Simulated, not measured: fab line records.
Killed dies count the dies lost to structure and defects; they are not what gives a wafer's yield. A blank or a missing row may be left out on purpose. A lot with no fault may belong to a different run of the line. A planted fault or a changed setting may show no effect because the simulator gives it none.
Matching of chambers | flow gf180mcu | GF_CONTACT_CMP_27 on cmp-02: 4 sister chambers
The step polishes, stops on SiO2, t overpolish 15 s, target thk 0 nm. 8 wafers are shown with their chamber, then 8 later ones without.

WAFERS, EACH WITH ITS CHAMBER
wafer  | chamber | motorCurrentA (A) | slurryFilterDpKPa (kPa)
L613.1 | 2       | 11.2              | 13.45
L616.3 | 1       | 11.3              | 13.37
L616.6 | 1       | 11.5              | 13.61
L617.6 | 3       | 9.8               | 13.81
L628.1 | 2       | 11.5              | 13.54
L628.2 | 0       | 9.7               | 13.57
L628.4 | 3       | 9.5               | 13.63
L629.1 | 0       | 9.4               | 13.53

WAFERS MISSING THEIR CHAMBER
wafer  | motorCurrentA (A) | slurryFilterDpKPa (kPa)
L629.4 | 10.7              | 13.58
L629.5 | 11.6              | 13.73
L630.2 | 11.5              | 13.36
L630.4 | 10.2              | 13.53
L630.5 | 9.2               | 13.47
L631.1 | 9.5               | 13.75
L631.2 | 10.4              | 13.50
L631.3 | 11.7              | 13.30

WHICH CHAMBER EACH ONE RAN IN
wafer  | from the rows above               | in truth
L629.4 | can't be placed: 2 or 1           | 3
L629.5 | can't be placed: 1 or 2           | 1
L630.2 | can't be placed: 1 or 2           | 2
L630.4 | can't be placed: 3 or 0           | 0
L630.5 | can't be placed: 0 or 3           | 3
L631.1 | can't be placed: 3 or 0           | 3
L631.2 | can't be placed: 3 or 0 or 2 or 1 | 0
L631.3 | can't be placed: 1 or 2           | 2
0 of 8 placed correctly. Not placeable from these rows: 8 (in 7, the candidates include the true chamber). Wrongly placed: 0.
How it was worked out, from the rows above alone: a wafer's distance from a chamber is the root of the sum, over the readings, of the square of ((its reading less the chamber's mean) divided by the reading's scatter). If the next closest chamber is less than 2 further off than the closest, the wafer can't be placed; otherwise it belongs to the closest. Each chamber's mean is taken over the wafers shown for it. The scatter: the root of (the sum of the squares of (reading less its chamber's mean) over the shown wafers, divided by (wafers less chambers)).
